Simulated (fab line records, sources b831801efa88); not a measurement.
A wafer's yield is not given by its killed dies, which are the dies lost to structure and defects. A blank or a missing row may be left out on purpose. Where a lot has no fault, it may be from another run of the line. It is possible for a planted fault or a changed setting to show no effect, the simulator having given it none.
What tool caused it? -- flow sky130 -- 33 wafers from 11 lots sampled at 4 of the route's 708 steps

## WHAT EACH GAUGE READ, for each wafer
SKY_METAL2_THK_MEAS_06: measures by xrf.
lot,measured,on,METAL2_ALCU_THK (nm)
L557,day 33 18:49,film_metro-02,243 243 243
L558,day 34 07:20,film_metro-01,250 247 251
L561,day 35 11:28,film_metro-02,243 245 244
L565,day 36 14:04,film_metro-03,229 244 246
L573,day 39 15:20,film_metro-01,250 250 251
L574,day 40 08:17,film_metro-03,245 247 246
L575,day 40 09:46,film_metro-02,252 248 250
L576,day 40 10:03,film_metro-01,247 246 246
L577,day 40 10:22,film_metro-01,248 249 246
L578,day 40 19:00,film_metro-02,246 244 246
L580,day 41 05:32,film_metro-03,244 244 243

## EACH LOT AND THE TOOL THAT RAN IT (in order: tool; ch and the chambers of the sampled wafers; start)
lot,SKY_VIA1_ETCH_15,SKY_VIA1_CMP_24,SKY_METAL2_SPUTTER_04
L557,"rie_diel-03 ch 1,2, day 33 17:16","cmp-01 ch 2,3, day 33 18:14","pvd_sputter-03, day 33 18:38"
L558,"rie_diel-02 ch 1,3, day 34 05:47","cmp-01 ch 0,1,3, day 34 06:49","pvd_sputter-04, day 34 07:10"
L561,"rie_diel-03 ch 0,1,2, day 35 09:55","cmp-02 ch 1,3, day 35 10:53","pvd_sputter-03, day 35 11:17"
L565,"rie_diel-02 ch 0,1,3, day 36 12:26","cmp-02 ch 0,1,2, day 36 13:30","pvd_sputter-01, day 36 13:53"
L573,"rie_diel-01 ch 0,3, day 39 13:48","cmp-01 ch 0,3, day 39 14:49","pvd_sputter-03, day 39 15:10"
L574,"rie_diel-01 ch 2,3, day 40 06:11","cmp-02 ch 1,2, day 40 07:41","pvd_sputter-01, day 40 08:05"
L575,"rie_diel-03 ch 0,1, day 40 07:59","cmp-02 ch 0,2, day 40 09:14","pvd_sputter-03, day 40 09:35"
L576,"rie_diel-02 ch 1,2,3, day 40 08:01","cmp-02 ch 0,2,3, day 40 09:32","pvd_sputter-04, day 40 09:53"
L577,"rie_diel-01 ch 0,1,2, day 40 08:42","cmp-02 ch 0,1,3, day 40 09:50","pvd_sputter-03, day 40 10:11"
L578,"rie_diel-01 ch 0,1,2, day 40 17:26","cmp-02 ch 0,2,3, day 40 18:26","pvd_sputter-01, day 40 18:49"
L580,"rie_diel-02 ch 1,2, day 41 03:58","cmp-01 ch 0,1,3, day 41 04:58","pvd_sputter-03, day 41 05:22"
- SKY_VIA1_ETCH_15: etches SiO2 in C4F8/O2/Ar, stops on TiN, target depth 351 nm, time 54 s.
- SKY_VIA1_CMP_24: polishes, stops on SiO2, t overpolish 15 s, target thk 0 nm.
- SKY_METAL2_SPUTTER_04: material TiN, target thk 70 nm, time 58.3 s.

## THE ANSWER, worked out from the rows above alone
Rule: the usual values come from the lots themselves. Put in order of their means at a reading, lots are off if they are a third of the lots or fewer, leave a main group of 4 or more, and stand apart from it by a gap of 3 or more times the standard deviation of the main group's means; of several such gaps the widest counts. The tables above print the reading to a certain number of digits; a main group whose means all agree to those digits is not used. Also off: a lot with no number at a reading for which 4 or more lots have one. Any other lot the step has rows for is counted as sound.
No lot is off at any reading shown: from this, nothing can be told.

## WHAT HAD BEEN PUT IN BY THE SIMULATOR
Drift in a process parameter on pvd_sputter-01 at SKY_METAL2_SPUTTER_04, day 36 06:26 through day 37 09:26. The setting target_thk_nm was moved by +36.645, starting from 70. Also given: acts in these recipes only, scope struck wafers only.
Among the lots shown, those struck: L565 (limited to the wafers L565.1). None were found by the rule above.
